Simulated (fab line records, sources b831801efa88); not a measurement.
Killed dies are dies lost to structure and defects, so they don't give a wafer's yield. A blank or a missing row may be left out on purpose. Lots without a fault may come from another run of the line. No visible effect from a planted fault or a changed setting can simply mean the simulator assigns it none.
Which tool was responsible?	flow sky130	12 lots, 36 wafers sampled, at 3 steps of a route of 708

## WHAT THE GAUGES READ, wafer by wafer
SKY_CONTACT_OVL_MEAS_15.
lot	measured	on	CONTACT_OVL (nm)
L076	day 32 16:53	overlay-01	-3 -8 -5
L077	day 33 03:32	overlay-01	-7 -7 -4
L079	day 33 13:53	overlay-02	-7 -4 -6
L081	day 34 11:04	overlay-01	-9 -6 -8
L082	day 34 20:20	overlay-02	-3 -5 -10
L085	day 35 06:19	overlay-02	4 2 2
L087	day 36 10:17	overlay-02	-6 -8 -11
L089	day 36 21:35	overlay-01	-7 -1 2
L091	day 37 09:38	overlay-01	-2 -5 5
L093	day 38 06:14	overlay-02	-7 -4 1
L095	day 38 14:58	overlay-01	5 4 9
L097	day 38 20:14	overlay-01	-3 -2 -3

## TOOL THAT RAN EACH LOT (tool first, then ch and the chambers of the sampled wafers, then the start)
lot	SKY_LI_CONTACT_ETCH_14	SKY_LI_CONTACT_CVD_21
L076	rie diel-04 ch 1,2,3, day 30 07:36	cvd w-02 ch 0,1, day 30 08:10
L077	rie diel-04 ch 1,2,3, day 30 18:04	cvd w-01 ch 0,1, day 30 18:40
L079	rie diel-01 ch 2,3, day 31 04:34	cvd w-01 ch 0,1, day 31 05:08
L081	rie diel-03 ch 1,2, day 32 00:19	cvd w-02 ch 0,1, day 32 00:53
L082	rie diel-03 ch 2,3, day 32 11:17	cvd w-01 ch 0,1, day 32 11:51
L085	rie diel-01 ch 1,2,3, day 32 22:17	cvd w-01 ch 0,1, day 32 22:52
L087	rie diel-01 ch 0,1,3, day 34 03:45	cvd w-01 ch 0,1, day 34 04:19
L089	rie diel-03 ch 0,3, day 34 14:01	cvd w-02 ch 0,1, day 34 14:37
L091	rie diel-01 ch 0,1,3, day 35 01:45	cvd w-01 ch 0,1, day 35 02:22
L093	rie diel-03 ch 0,1,3, day 35 22:50	cvd w-01 ch 0,1, day 35 23:24
L095	rie diel-03 ch 0,2,3, day 36 08:32	cvd w-01 ch 0,1, day 36 09:08
L097	rie diel-03 ch 0,1,3, day 36 14:34	cvd w-02 ch 0,1, day 36 15:08
- SKY_LI_CONTACT_ETCH_14: etches BARC in N2/H2, stops on SiO2, time 44.54 s, target depth 60 nm.
- SKY_LI_CONTACT_CVD_21: deposits W, target thk 400 nm, time 120.56 s.

## THE ANSWER, worked out from the rows above alone
Rule: the usual values come from the lots themselves. The widest of any qualifying gaps counts: lots, ordered by their means at a reading, are off when they make up no more than a third of the lots, leave a main group of 4 or more, and stand apart from it by 3 or more times the standard deviation of that group's means. A main group is skipped when, at the precision printed for the reading in the tables above, its means are all equal. Also off: a lot with no number at a reading for which 4 or more lots have one. All remaining lots with rows at the step are treated as sound.
No lot is off on any of the readings shown, so nothing can be concluded from this.

## WHAT HAD BEEN PUT IN BY THE SIMULATOR
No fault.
